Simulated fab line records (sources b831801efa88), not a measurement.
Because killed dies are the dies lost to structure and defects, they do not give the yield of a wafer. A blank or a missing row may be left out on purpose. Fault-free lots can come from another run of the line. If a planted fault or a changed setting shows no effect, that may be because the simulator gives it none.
A struck lot beside a sound one -- flow sky130 -- 18 steps out of a route of 708
Sound: the wafers L504.2, L504.3, L504.5. Wafers L516.1, L516.3, L516.6 were the ones struck. The cause comes at the end.
Per side, at each step with rows, come the tool, then ch with its chambers, and then its first start. Under that, the readings that differ: sound wafers -- struck wafers -- difference of the means -- sigmas: that difference in standard deviations of wafers without a fault.
alike: same words and numbers on both sides, and readings whose means sit less than 2 such deviations apart. not compared: any withheld reading, any reading some wafer has no value for, any bound like >300 that may hide the same value, and any number with overlapping values for which the record gives no deviation.
The two part at a step that has a row with sigmas, a row that says differs or no value, or rows on one side only. When numbers do not overlap yet have no deviation, they are printed without sigmas and do not part them. A reading that every wafer of one side lacks parts them only if that side has two wafers or more.

first, 4 steps without rows for these wafers: SKY_VT_ADJUST_LVTN_SOFTBAKE_14 (time 60 s); SKY_VT_ADJUST_LVTN_EXPOSE_15 (exposes mask HVN STD DERIVED, target cd 600 nm); SKY_VT_ADJUST_LVTN_PEB_16; SKY_VT_ADJUST_LVTN_DEVELOP_17 (develop time 60 s).
SKY_VT_ADJUST_LVTN_OVL_MEAS_18:
  sound on overlay-02 at day 9 06:32; struck on overlay-02 at day 12 18:26
  alike: VT_ADJUST_LVTN_01_OVL
following that, these wafers have no rows for 1 step: SKY_VT_ADJUST_LVTN_IMPLANT_19.
SKY_VT_ADJUST_LVTN_STRIP_20: strips in O2/N2.
  sound on plasma_asher-01 ch 0,1, day 9 06:52; struck on plasma_asher-01 ch 1, day 12 18:38
  alike: drypump_motor_current_A, oes_product_au, strip_time_to_endpoint_s
  not compared: rf_hours_counter_h
SKY_VT_ADJUST_LVTN_TW_MEAS_21:
  sound on film_metro-04 at day 9 06:59; struck on film_metro-02 at day 12 18:44
reading,sound,struck,difference,sigmas
VT_ADJUST_LVTN_2_TW,188.9 188.8 187.6,185.1 183.8 183.7,-4.2,-2
then, 4 steps without rows for these wafers: SKY_VT_ADJUST_NCORE_DEHYDRATE_00 (time 60 s); SKY_VT_ADJUST_NCORE_HMDS_01 (prime time 60 s); SKY_VT_ADJUST_NCORE_COAT_02 (resist thk 1140 nm); SKY_VT_ADJUST_NCORE_SOFTBAKE_03 (time 60 s).
SKY_VT_ADJUST_NCORE_EXPOSE_04: exposes mask LVTN COMPLEMENT THIN, target cd 380 nm.
  sound on iline_stepper-01 ch 0, day 9 17:40; struck on iline_stepper-02 ch 0, day 13 08:11
reading,sound,struck,difference,sigmas
exposure_dose_mJ_cm2,139.14 139.03 139.27,146.86 146.68 146.82,+7.64,+59
  alike: mask
then, 2 steps without rows for these wafers: SKY_VT_ADJUST_NCORE_PEB_05; SKY_VT_ADJUST_NCORE_DEVELOP_06 (develop time 60 s).
SKY_VT_ADJUST_NCORE_CD_MEAS_07: the cd target is 380 nm.
  sound on cd_sem-02 at day 10 04:37; struck on cd_sem-01 at day 13 20:56
reading,sound,struck,difference,sigmas
cd_nm (nm),380.4 380.0 377.9,400.7 397.3 397.2,+19.0,+8
SKY_VT_ADJUST_NCORE_OVL_MEAS_08:
  sound on overlay-01 at day 10 04:43; struck on overlay-02 at day 13 21:04
  alike: VT_ADJUST_NCORE_OVL
-- the record jumps here: 36 days lie between the struck wafers' starts before and after (it left off in module VT_ADJUST_NCORE and takes up again in module PAD_OPEN, whose first step shown is number 708 of the route) --
SKY_PAD_OPEN_PROBE_99:
  sound on prober-02 at day 47 05:30; struck on prober-02 at day 50 01:56
  alike: killed_at_M0_to_M3, killed_at_M4_up, killed_at_contacts, killed_at_front_end, killed_at_other, killed_dies, killed_open, killed_short

## WHERE THEY PART
First at SKY_VT_ADJUST_LVTN_TW_MEAS_21; last, within this record, at SKY_VT_ADJUST_NCORE_CD_MEAS_07. Later steps at which nothing parts them and some readings are alike: SKY_VT_ADJUST_NCORE_OVL_MEAS_08, SKY_PAD_OPEN_PROBE_99.

WHY: what the simulator had put in
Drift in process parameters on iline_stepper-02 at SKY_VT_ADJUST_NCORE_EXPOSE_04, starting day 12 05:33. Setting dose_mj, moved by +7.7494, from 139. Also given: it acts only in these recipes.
